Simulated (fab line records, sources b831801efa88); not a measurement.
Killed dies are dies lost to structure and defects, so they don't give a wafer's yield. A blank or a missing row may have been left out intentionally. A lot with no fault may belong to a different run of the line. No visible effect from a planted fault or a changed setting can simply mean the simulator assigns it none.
Which of the tools did it? ; flow gf180mcu ; Sampling: 14 lots, 42 wafers, 5 of 602 route steps

== WHAT THE GAUGES READ, wafer by wafer ==
GF_M4_RS_MEAS_05: a four-point-probe measurement. Usual: M4_ALCU_RS typically reads 0.0696 ohm/sq, with standard deviation 0.00063.
lot;measured;on;M4_ALCU_RS (ohm/sq);flag
L542;day 22 05:44;film_metro-01;0.0683 0.0686 0.0684;
L543;day 22 20:07;film_metro-01;0.0693 0.0687 0.0687;
L546;day 23 14:25;film_metro-01;0.0702 0.0698 0.0703;
L547;day 24 09:11;film_metro-03;0.0698 0.0701 0.0693;
L549;day 24 21:10;film_metro-03;0.0694 0.0691 0.0683;
L551;day 25 17:11;film_metro-01;0.0699 0.0701 0.0697;
L552;day 26 00:19;film_metro-03;0.0703 0.0691 0.0693;
L553;day 26 10:05;film_metro-01;0.0689 0.0688 0.0686;
L556;day 27 12:19;film_metro-04;0.0695 0.0697 0.0698;
L559;day 28 07:31;film_metro-03;0.0697 0.0695 0.0701;
L560;day 28 16:38;film_metro-01;0.0702 0.0704 0.0702;
L561;day 28 21:43;film_metro-04;0.0689 0.0702 0.0696;
L564;day 29 11:04;film_metro-04;0.0694 0.0695 0.0687;
L565;day 29 17:04;film_metro-01;0.0693 0.0702 0.0703;

GF_V4_THK_MEAS_01. Usual: V4_CVD_00_THK typically reads 599 nm, with standard deviation 5.6.
lot;measured;on;V4_CVD_00_THK (nm);flag
L542;day 23 06:18;film_metro-04;594 600 600;
L543;day 23 20:01;film_metro-03;586 597 610;
L546;day 24 13:22;film_metro-04;603 597 604;
L547;day 25 07:22;film_metro-03;588 601 600;
L549;day 25 19:24;film_metro-02;600 604 610;
L551;day 26 15:22;film_metro-04;606 606 606;
L552;day 26 21:48;film_metro-02;600 604 600;
L553;day 27 07:13;film_metro-02;606 600 604;
L556;day 28 08:55;film_metro-02;590 596 600;
L559;day 29 03:44;film_metro-02;896 898 893 897 899 893;OFF
L560;day 29 13:02;film_metro-02;901 896 905 902 896 905;OFF
L561;day 29 17:30;film_metro-04;897 884 891 898 885 892;OFF
L564;day 30 06:31;film_metro-02;592 597 592;
L565;day 30 12:09;film_metro-03;613 610 599;

== WHAT TOOL EACH LOT RAN ON (gives the tool, then ch and the chambers of the sampled wafers, and finally the start) ==
lot;GF_V3_CVD_23;GF_M4_STRIP_17;GF_V4_CVD_00
L542;cvd_w-01 ch 0, day 22 04:41;plasma_asher-01 ch 0,1, day 23 05:40;hdpcvd-02 ch 0,2, day 23 06:12
L543;cvd_w-01 ch 0,1, day 22 19:17;plasma_asher-03 ch 0,1, day 23 19:04;hdpcvd-01 ch 0,1,2, day 23 19:56
L546;cvd_w-01 ch 0,1, day 23 13:35;plasma_asher-01 ch 0,1, day 24 12:43;hdpcvd-01 ch 0,2, day 24 13:17
L547;cvd_w-02 ch 0, day 24 08:15;plasma_asher-01 ch 0,1, day 25 06:46;hdpcvd-01 ch 0,1,2, day 25 07:18
L549;cvd_w-02 ch 0,1, day 24 20:22;plasma_asher-01 ch 0,1, day 25 18:46;hdpcvd-01 ch 0,2, day 25 19:20
L551;cvd_w-01 ch 0,1, day 25 14:51;plasma_asher-01 ch 0,1, day 26 14:25;hdpcvd-02 ch 0,2, day 26 15:17
L552;cvd_w-02 ch 0,1, day 25 23:29;plasma_asher-03 ch 0,1, day 26 21:11;hdpcvd-01 ch 0,1, day 26 21:43
L553;cvd_w-02 ch 0,1, day 26 09:15;plasma_asher-01 ch 0, day 27 06:20;hdpcvd-01 ch 0,1, day 27 07:08
L556;cvd_w-01 ch 0,1, day 27 11:30;plasma_asher-04 ch 0,1, day 28 08:13;hdpcvd-01 ch 1,2, day 28 08:50
L559;cvd_w-01 ch 0,1, day 28 06:41;plasma_asher-01 ch 0,1, day 29 03:08;hdpcvd-01 ch 0,2, day 29 03:38
L560;cvd_w-02 ch 0,1, day 28 15:48;plasma_asher-03 ch 0,1, day 29 12:23;hdpcvd-01 ch 0,2, day 29 12:57
L561;cvd_w-01 ch 0,1, day 28 20:55;plasma_asher-03 ch 0, day 29 16:52;hdpcvd-01 ch 1,2, day 29 17:26
L564;cvd_w-02 ch 0,1, day 29 10:13;plasma_asher-03 ch 0,1, day 30 05:55;hdpcvd-02 ch 0,1,2, day 30 06:27
L565;cvd_w-01 ch 0,1, day 29 16:15;plasma_asher-01 ch 0,1, day 30 11:32;hdpcvd-02 ch 0,2, day 30 12:04
- GF_V3_CVD_23: deposits W, target thk 350 nm, time 104.9 s.
- GF_M4_STRIP_17: strips in O2/N2.
- GF_V4_CVD_00: deposits SiO2, target thk 600 nm, time 100 s.

== AS READ BY THE TOOLS THEMSELVES (means over the sampled wafers that have a number; for cases with no such wafer, the mark the record gives instead) ==
GF_V3_CVD_23. Usual: heater_power_w at 846 W, with a standard deviation of 90.
lot;tool;heater_power_w (W);flag
L542;cvd_w-01;868;
L543;cvd_w-01;768;
L546;cvd_w-01;821;
L547;cvd_w-02;953;
L549;cvd_w-02;894;
L551;cvd_w-01;815;
L552;cvd_w-02;919;
L553;cvd_w-02;892;
L556;cvd_w-01;775;
L559;cvd_w-01;824;
L560;cvd_w-02;929;
L561;cvd_w-01;814;
L564;cvd_w-02;884;
L565;cvd_w-01;825;

GF_M4_STRIP_17. Usual: drypump_motor_current_A 5.6 A, standard deviation 0.59; heater_power_w 332 W, standard deviation 29; oes_product_au 0.557 a.u., standard deviation 0.0045; strip_time_to_endpoint_s 7.86 s, standard deviation 0.048.
lot;tool;drypump_motor_current_A (A);heater_power_w (W);oes_product_au (a.u.);strip_time_to_endpoint_s (s);flag
L542;plasma_asher-01;5.2;353;0.558;7.81;
L543;plasma_asher-03;5.4;310;0.554;7.84;
L546;plasma_asher-01;5.2;350;0.559;7.87;
L547;plasma_asher-01;5.2;352;0.561;7.85;
L549;plasma_asher-01;5.5;342;0.558;7.80;
L551;plasma_asher-01;5.2;350;0.558;7.90;
L552;plasma_asher-03;5.8;330;0.561;7.85;
L553;plasma_asher-01;4.9;363;0.555;7.88;
L556;plasma_asher-04;5.8;328;0.557;7.86;
L559;plasma_asher-01;5.5;345;0.561;7.89;
L560;plasma_asher-03;5.8;328;0.555;7.85;
L561;plasma_asher-03;5.2;288;0.559;7.93;
L564;plasma_asher-03;5.8;333;0.557;7.81;
L565;plasma_asher-01;5.5;347;0.555;7.83;

GF_V4_CVD_00. Usual: sih4_flow_sccm at 60.01 sccm, with a standard deviation of 0.17.
lot;tool;sih4_flow_sccm (sccm);flag
L542;hdpcvd-02;59.87;
L543;hdpcvd-01;59.96;
L546;hdpcvd-01;59.91;
L547;hdpcvd-01;59.93;
L549;hdpcvd-01;60.05;
L551;hdpcvd-02;60.09;
L552;hdpcvd-01;60.03;
L553;hdpcvd-01;60.08;
L556;hdpcvd-01;59.96;
L559;hdpcvd-01;89.91;OFF
L560;hdpcvd-01;90.10;OFF
L561;hdpcvd-01;90.11;OFF
L564;hdpcvd-02;59.99;
L565;hdpcvd-02;59.96;

== THE ANSWER, worked out from the rows above alone ==
Rule: a lot counts as off when the mean over its wafers that have a number is more than 3 standard deviations away from the usual mean. A lot without any number at a reading at which 4 lots or more have one is off too. Where the step has rows for the other lots, those lots are counted as sound. After the gauges, taken in route order, come the tools' own readings; for these a lot's mean is taken, as printed above. At the first step where some lot is off, the reading lying furthest off is the one used; lots without a number count as furthest.
Off: at GF_V4_THK_MEAS_01 (V4_CVD_00_THK), L559, L560, L561.
A tool fits if, at a process step before that reading, it ran every lot that is off, and no sound lot after the first of them. The gauges at GF_V4_THK_MEAS_01 aren't tried: what is off there is off at GF_V4_CVD_00 too, on other tools, and a gauge's error can't cause that. One fits: GF_V4_CVD_00 on hdpcvd-01. A fault onset in the window from L556 (day 28 08:50, its last sound lot) to L559 (day 29 03:38, its first lot off) fits.
On the lots that are off, the tool's own readings at GF_V4_CVD_00 differ by more than 5 times the standard deviation of the sound lots' means, which bears it out; sih4_flow_sccm reads 90.04 sccm there versus 59.98 sccm on the sound lots.

== WHAT THE SIMULATOR HAD INSERTED ==
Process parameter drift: hdpcvd-01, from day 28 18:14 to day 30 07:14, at GF_V4_CVD_00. The setting sih4_flow_sccm was moved by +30, starting from 60. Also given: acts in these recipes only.
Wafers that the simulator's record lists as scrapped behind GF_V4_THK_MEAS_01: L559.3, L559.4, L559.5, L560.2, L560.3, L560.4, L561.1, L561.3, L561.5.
Lots struck among those shown: L559, L560, L561. Same finding as the rule above.
